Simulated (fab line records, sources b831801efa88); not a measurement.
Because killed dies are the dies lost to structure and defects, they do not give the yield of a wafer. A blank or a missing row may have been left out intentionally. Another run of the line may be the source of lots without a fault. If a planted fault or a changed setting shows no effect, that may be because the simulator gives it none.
Matching of chambers -- flow gf180mcu -- cmp-02 running GF_V5_CMP_26: 4 sister chambers
The step polishes, stops on SiO2, t overpolish 15 s, target thk 0 nm. 18 wafers are shown with their chamber, then 9 later ones without.

## WAFERS PAIRED WITH THEIR CHAMBERS
wafer,chamber,motor current A (A),time to endpoint s (s),overpolish run s (s)
L340.1,0,12.0,90,14.996
L340.5,2,10.7,95,14.998
L340.6,1,11.0,92,14.999
L341.2,0,12.9,83,14.998
L341.5,0,12.2,85,15.017
L341.6,3,12.2,83,14.993
L344.2,3,12.0,82,15.005
L344.3,2,11.5,86,14.998
L344.4,0,12.1,85,14.998
L345.2,2,11.5,84,15.007
L345.5,3,11.7,79,14.987
L345.6,0,11.9,80,14.998
L348.1,1,10.7,86,14.998
L348.2,3,11.8,84,15.008
L348.4,2,10.9,85,14.989
L350.2,2,10.9,85,14.983
L350.3,0,12.8,85,15.011
L350.5,0,12.0,86,14.997

SIGNATURES (averages over the wafers above)
reading,chamber 0,chamber 1,chamber 2,chamber 3,scatter within a chamber
motor current A,12.271,10.850,11.100,11.925,0.353
time to endpoint s,84.86,89.00,87.00,82.00,3.47
overpolish run s,15.00214,14.99850,14.99500,14.99825,0.00867
Rule: for each reading, subtract the chamber's mean from the wafer's reading, divide by that reading's scatter and square the result; add these up over the readings and take the root, which gives the wafer's distance from the chamber. The wafer belongs to the nearest chamber; if the next one is less than 2 further off, it can't be placed. How the scatter is found: for the shown wafers, subtract from each reading the mean of its chamber, square and add these, divide the total by (wafers less chambers), then take the root.

## WAFERS WHOSE CHAMBER IS MISSING
wafer,motor current A (A),time to endpoint s (s),overpolish run s (s)
L351.1,11.3,86,14.995
L351.2,11.5,82,15.012
L351.5,10.7,83,14.990
L361.1,11.7,82,15.009
L361.2,11.7,82,14.990
L361.4,11.8,80,14.991
L362.2,11.7,80,14.988
L362.3,11.7,78,15.004
L362.5,12.6,80,14.996

## WHICH CHAMBER EACH ONE RAN IN
wafer,from the rows above,in truth
L351.1,can't be placed: 2 or 1 or 3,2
L351.2,can't be placed: 3 or 0 or 2 or 1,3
L351.5,can't be placed: 2 or 1 or 3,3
L361.1,can't be placed: 3 or 0 or 2 or 1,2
L361.2,can't be placed: 3 or 0 or 2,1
L361.4,can't be placed: 3 or 0 or 2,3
L362.2,can't be placed: 3 or 0 or 2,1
L362.3,can't be placed: 3 or 0 or 2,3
L362.5,can't be placed: 0 or 3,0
0 of 9 placed correctly. Not placeable from these rows: 9 (in 7, the candidates include the true chamber). Placed wrongly: 0.
